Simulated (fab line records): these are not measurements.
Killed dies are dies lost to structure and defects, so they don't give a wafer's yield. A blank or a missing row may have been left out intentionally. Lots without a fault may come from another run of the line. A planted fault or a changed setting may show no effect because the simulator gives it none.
Chamber matching + flow sky130 + rieSi-01 running SKY_FIELD_ISO_ETCH_17: 4 sister chambers
The step etches Si in HBr/Cl2/O2, target depth 342 nm, time 101 s. 8 wafers are shown with their chamber, then 12 later ones without.

## WAFERS, EACH WITH ITS CHAMBER
| wafer  | chamber | drypumpMotorCurrentA (A) | oesProductAu (a.u.) |
|--------|---------|--------------------------|---------------------|
| L082.1 | 0       | 6.2                      | 1.004               |
| L082.2 | 1       | 5.9                      | 0.988               |
| L084.2 | 1       | 5.9                      | 0.993               |
| L086.4 | 0       | 6.1                      | 1.004               |
| L086.6 | 2       | 6.5                      | 0.991               |
| L088.3 | 3       | 5.7                      | 1.001               |
| L088.5 | 3       | 5.8                      | 1.008               |
| L088.6 | 2       | 6.5                      | 1.002               |

## WAFERS WITHOUT THEIR CHAMBER
| wafer  | drypumpMotorCurrentA (A) | oesProductAu (a.u.) |
|--------|--------------------------|---------------------|
| L090.2 | 6.5                      | 1.012               |
| L090.4 | 6.1                      | 1.005               |
| L090.5 | 6.1                      | 0.998               |
| L092.3 | 5.9                      | 0.986               |
| L092.4 | 5.8                      | 0.995               |
| L092.5 | 5.7                      | 0.998               |
| L094.1 | 5.9                      | 1.006               |
| L094.2 | 5.7                      | 1.007               |
| L094.3 | 6.5                      | 1.005               |
| L096.3 | 5.8                      | 0.992               |
| L096.5 | 5.7                      | 1.000               |
| L096.6 | 5.9                      | 0.983               |

## CHAMBER TAKEN BY EACH
| wafer  | from the rows above     | in truth |
|--------|-------------------------|----------|
| L090.2 | 2                       | 2        |
| L090.4 | 0                       | 0        |
| L090.5 | 0                       | 0        |
| L092.3 | 1                       | 1        |
| L092.4 | can't be placed: 3 or 1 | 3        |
| L092.5 | 3                       | 3        |
| L094.1 | can't be placed: 3 or 1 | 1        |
| L094.2 | 3                       | 3        |
| L094.3 | 2                       | 2        |
| L096.3 | can't be placed: 1 or 3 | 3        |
| L096.5 | 3                       | 3        |
| L096.6 | 1                       | 1        |
Correctly placed: 9 of 12. These rows do not allow placing 3 (true chamber among the candidates in 3). Placed wrongly: 0.
How it was worked out, from the rows above alone: a wafer's distance from a chamber is the root of the sum, over the readings, of the square of ((its reading less the chamber's mean) divided by the reading's scatter). The wafer belongs to the nearest chamber; if the next one is less than 2 further off, it can't be placed. Each chamber's mean is taken over the wafers shown for it. The scatter: the root of (the sum of the squares of (reading less its chamber's mean) over the shown wafers, divided by (wafers less chambers)).
